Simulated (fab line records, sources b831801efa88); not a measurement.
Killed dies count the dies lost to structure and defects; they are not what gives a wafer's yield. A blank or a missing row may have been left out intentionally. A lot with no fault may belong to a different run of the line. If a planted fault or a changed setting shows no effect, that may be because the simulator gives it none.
A struck lot beside a sound one :: flow sky130 :: 43 out of 708 route steps
Sound: these wafers, L640.1, L640.2, L640.4. Struck: wafer L651.1 (left out: L651.3, a lot-mate that was not struck); the cause follows at the end.
For every step that has rows: the tool of each side, followed by ch and its chambers, followed by its first start. Under that, the readings that differ: sound wafers :: struck wafers :: difference of the means :: sigmas: that difference in standard deviations of wafers without a fault.
alike: readings whose means differ by less than 2 such deviations, and words and numbers that are the same on both sides. not compared: withheld readings, readings that some wafer has no value for, bounds like >300 that may hide the same value, and numbers for which the record gives no deviation and whose values overlap.
Wherever a step has rows on one side only, a row that says differs or no value, or a row with sigmas, the two part there. Numbers that have no deviation but don't overlap get no sigmas and don't part them. A reading missing from all wafers of one side parts the sides only when that side holds two or more wafers.

first, 5 steps without rows for these wafers: SKY_FIELD_ISO_WET_ETCH_28 (etches SiO2 in dHF, target depth 23.7 nm, time 47 s); SKY_FIELD_ISO_WET_ETCH_29 (etches Si3N4 in H3PO4, target depth 160 nm, time 1825 s); SKY_FIELD_ISO_WET_ETCH_30 (etches SiO2 in dHF, target depth 25 nm, time 50 s); SKY_NWELL_CLEAN_00 (cleans in SC1/SC2, time 150 s); SKY_NWELL_OXIDATION_01 (stabilise 600 s, purge 300 s, target thk 10 nm).
SKY_NWELL_THK_MEAS_02:
  sound on film_metro-04, day 3 05:40; struck on film_metro-04, day 5 07:02
  alike: NWELL_OXIDATION_THK
then, 6 steps without rows for these wafers: SKY_DNWELL_DEHYDRATE_00 (time 60 s); SKY_DNWELL_HMDS_01 (prime time 60 s); SKY_DNWELL_COAT_02 (resist thk 3000 nm); SKY_DNWELL_SOFTBAKE_03; SKY_DNWELL_EXPOSE_04 (exposes mask DNM, target cd 3000 nm); SKY_DNWELL_PEB_05.
SKY_DNWELL_DEVELOP_06: develop time 60 s.
  sound on litho_track-03 ch 0, day 3 20:00; struck on litho_track-03 ch 0, day 6 01:00
following that, these wafers have no rows for 1 step: SKY_DNWELL_IMPLANT_07.
SKY_DNWELL_STRIP_08: strips in O2/N2.
  sound on plasma_asher-03 ch 0,1, day 3 20:29; struck on plasma_asher-03 ch 0, day 6 01:53
  alike: drypump_motor_current_A, oes_product_au, strip_time_to_endpoint_s
  not compared: rf_hours_counter_h
SKY_DNWELL_TW_MEAS_09:
  sound on film_metro-03, day 3 20:35; struck on film_metro-03, day 6 01:59
  alike: DNWELL_TW
then, 7 steps without rows for these wafers: SKY_PWDE_DEHYDRATE_00 (time 60 s); SKY_PWDE_HMDS_01 (prime time 60 s); SKY_PWDE_COAT_02 (resist thk 3000 nm); SKY_PWDE_SOFTBAKE_03; SKY_PWDE_EXPOSE_04 (exposes mask PWDEM, target cd 840 nm); SKY_PWDE_PEB_05; SKY_PWDE_DEVELOP_06 (develop time 60 s).
SKY_PWDE_OVL_MEAS_07:
  sound on overlay-02, day 4 12:55; struck on overlay-02, day 6 21:35
  alike: PWDE_OVL
following that, these wafers have no rows for 1 step: SKY_PWDE_IMPLANT_08.
SKY_PWDE_STRIP_09: strips in O2/N2.
  sound on plasma_asher-02 ch 0,1, day 4 13:06; struck on plasma_asher-04 ch 0, day 6 21:46
reading: strip_time_to_endpoint_s (s)
sound: 36.96 36.97 37.02
struck: 36.77
difference: -0.21
sigmas: -2
  alike: drypump_motor_current_A, oes_product_au
  not compared: rf_hours_counter_h
SKY_PWDE_TW_MEAS_10:
  sound on film_metro-04, day 4 13:12; struck on film_metro-02, day 6 21:52
reading: PWDE_TW
sound: 379 380 378
struck: 372
difference: -7
sigmas: -2
then, 7 steps without rows for these wafers: SKY_NWELL_DEHYDRATE_03 (time 60 s); SKY_NWELL_HMDS_04 (prime time 60 s); SKY_NWELL_COAT_05 (resist thk 3000 nm); SKY_NWELL_SOFTBAKE_06; SKY_NWELL_EXPOSE_07 (exposes mask NWM, target cd 840 nm); SKY_NWELL_PEB_08; SKY_NWELL_DEVELOP_09 (develop time 60 s).
SKY_NWELL_OVL_MEAS_10:
  sound on overlay-02, day 5 07:02; struck on overlay-01, day 7 17:54
reading: NWELL_00_OVL (nm)
sound: -1.7 -2.3 -1.2
struck: 1.9
difference: +3.6
sigmas: +3
then, 3 steps without rows for these wafers: SKY_NWELL_IMPLANT_11; SKY_NWELL_IMPLANT_12; SKY_NWELL_IMPLANT_13.
SKY_NWELL_STRIP_14: strips in O2/N2.
  sound on plasma_asher-04 ch 0,1, day 5 07:31; struck on plasma_asher-02 ch 0, day 7 18:23
  alike: drypump_motor_current_A, oes_product_au, strip_time_to_endpoint_s
  not compared: rf_hours_counter_h
SKY_NWELL_TW_MEAS_15:
  sound on film_metro-03, day 5 07:37; struck on film_metro-04, day 7 18:29
  alike: NWELL_TW
then, 2 steps without rows for these wafers: SKY_NWELL_DEHYDRATE_16 (time 60 s); SKY_NWELL_HMDS_17 (prime time 60 s).
-- the record jumps here: 41 days lie between the struck wafers' starts before and after (it left off in module NWELL and takes up again in module PAD_OPEN, whose first step shown is number 708 of the route) --
SKY_PAD_OPEN_PROBE_99:
  sound on prober-01, day 46 16:39; struck on prober-01, day 49 02:44
reading: killed_at_M0_to_M3
sound: 40 45 42
struck: 57
difference: +15
sigmas: +2

reading: model.etest.res_deep_nwell.width_nm (nm)
sound: 2999 2992 3002
struck: 3017
difference: +19
sigmas: 
  alike: killed_at_M4_up, killed_at_contacts, killed_at_front_end, killed_at_other, killed_dies, killed_on_rim, killed_open, killed_short

== WHERE THEY PART ==
At SKY_PWDE_STRIP_09 first; at SKY_PAD_OPEN_PROBE_99 last (within this record only).

WHY: what the simulator had put in
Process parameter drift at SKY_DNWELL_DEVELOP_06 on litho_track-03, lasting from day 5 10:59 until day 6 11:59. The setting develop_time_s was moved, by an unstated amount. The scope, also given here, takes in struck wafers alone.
